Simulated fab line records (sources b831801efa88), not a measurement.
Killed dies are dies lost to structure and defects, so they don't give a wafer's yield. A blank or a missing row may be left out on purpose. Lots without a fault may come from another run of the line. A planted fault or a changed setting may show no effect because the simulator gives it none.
The same fault as seen by 2 desks / flow sky130 / each desk has only its own numbers; what lay behind them comes last

## THE METROLOGY DESK
Lot by lot, what the gauges showed, no matter which tool ran the lot: averages of those sampled wafers that carry a number. If a lot's mean is further than 4 standard deviations from the usual mean, the lot is out of limits and carries the mark OUT (the distance appears in the brackets).
Columns: A = VT_ADJUST_PCH_OVL at SKY_VT_ADJUST_PCH_OVL_MEAS_07, usual -0.2 nm; B = VT_ADJUST_PCH_TW at SKY_VT_ADJUST_PCH_TW_MEAS_10, usual 142.8; C = cd_nm at SKY_SONOS_TUNNEL_CD_MEAS_07, usual 409.8 nm; D = SONOS_TUNNEL_TW at SKY_SONOS_TUNNEL_TW_MEAS_12, usual 198.3
lot=L356; first seen here=day 10 14:40; A=-0.4; B=145.0; C=412.6; D=197.9
lot=L357; first seen here=day 10 22:20; A=-2.0; B=144.4; C=409.0; D=197.3
lot=L359; first seen here=day 11 06:44; A=0.6; B=142.3; C=408.6; D=199.3
lot=L360; first seen here=day 11 17:35; A=0.3; B=141.7; C=410.4; D=197.4
lot=L361; first seen here=day 11 22:37; A=-1.3; B=142.1; C=408.8; D=200.4
lot=L362; first seen here=day 12 04:32; A=-1.9; B=142.3; C=410.7; D=200.1
lot=L368; first seen here=day 14 05:55; A=0.7; B=141.5; C=413.0; D=196.1
lot=L372; first seen here=day 15 12:20; A=0.8; B=148.3 (+4.3) OUT; C=409.6; D=200.1
lot=L373; first seen here=day 15 21:17; A=-0.6; B=150.7 (+6.1) OUT; C=409.9; D=197.5
lot=L375; first seen here=day 16 10:19; A=1.7; B=142.6; C=407.6; D=197.0
lot=L376; first seen here=day 16 19:31; A=-0.0; B=144.9; C=410.7; D=200.9
lot=L377; first seen here=day 17 02:47; A=-0.4; B=140.9; C=410.4; D=196.8
lot=L379; first seen here=day 17 14:35; A=0.6; B=140.7; C=409.5; D=197.0
This desk's finding: out of limits on L372, L373; first on L372, day 15 12:37 (VT_ADJUST_PCH_TW at SKY_VT_ADJUST_PCH_TW_MEAS_10). In limits: L356, L357, L359, L360, L361, L362, L368, L375, L376, L377, L379.

## DESK OF THE TOOL OWNER: implanter-02
For each lot that ran on this tool, the mean over its sampled wafers that have a number, from the tool's own readings at SKY_VT_ADJUST_PCH_IMPLANT_08. If a lot's mean is further than 4 standard deviations from the usual mean, the lot is out of limits and carries the mark OUT (the distance appears in the brackets).
Columns: A = beam_on_s at SKY_VT_ADJUST_PCH_IMPLANT_08, usual 9.99 s; B = end_station_pressure_torr at SKY_VT_ADJUST_PCH_IMPLANT_08, usual 4.99e-06 Torr; C = faraday_current_uA at SKY_VT_ADJUST_PCH_IMPLANT_08, usual 2.82
lot=L357; first seen here=day 10 22:25; A=10.05; B=5.04e-06; C=2.80
lot=L359; first seen here=day 11 06:46; A=10.11; B=5.14e-06; C=2.79
lot=L360; first seen here=day 11 17:37; A=10.00; B=4.94e-06; C=2.82
lot=L372; first seen here=day 15 12:23; A=11.79 (+8.2) OUT; B=8.92e-05 (+99 or more) OUT; C=2.39 (-7.2) OUT
lot=L373; first seen here=day 15 21:23; A=11.90 (+8.7) OUT; B=8.68e-05 (+99 or more) OUT; C=2.37 (-7.6) OUT
This desk finds L372, L373 out of limits, L372 being first, at day 15 12:23 (beam_on_s at SKY_VT_ADJUST_PCH_IMPLANT_08). In limits: L357, L359, L360.

## PUT TOGETHER
An alarm could have come from the tool owner's desk at day 15 12:23, on L372, L373.
Metrology desk: alarm possible at day 15 12:37 on L372, L373.
Of the lots named, all ran SKY_VT_ADJUST_PCH_IMPLANT_08 on implanter-02.

## WHAT HAD BEEN PUT IN BY THE SIMULATOR
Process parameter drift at SKY_VT_ADJUST_PCH_IMPLANT_08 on implanter-02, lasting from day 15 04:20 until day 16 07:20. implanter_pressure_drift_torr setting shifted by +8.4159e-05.
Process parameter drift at SKY_VT_ADJUST_PCH_IMPLANT_08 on implanter-02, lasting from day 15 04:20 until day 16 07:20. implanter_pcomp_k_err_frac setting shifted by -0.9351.
Struck lots among those shown: L372, L373.
Counting hours from when the fault started, the first reading out of limits came at 8 for the tool owner's desk and at 8 for the metrology desk.
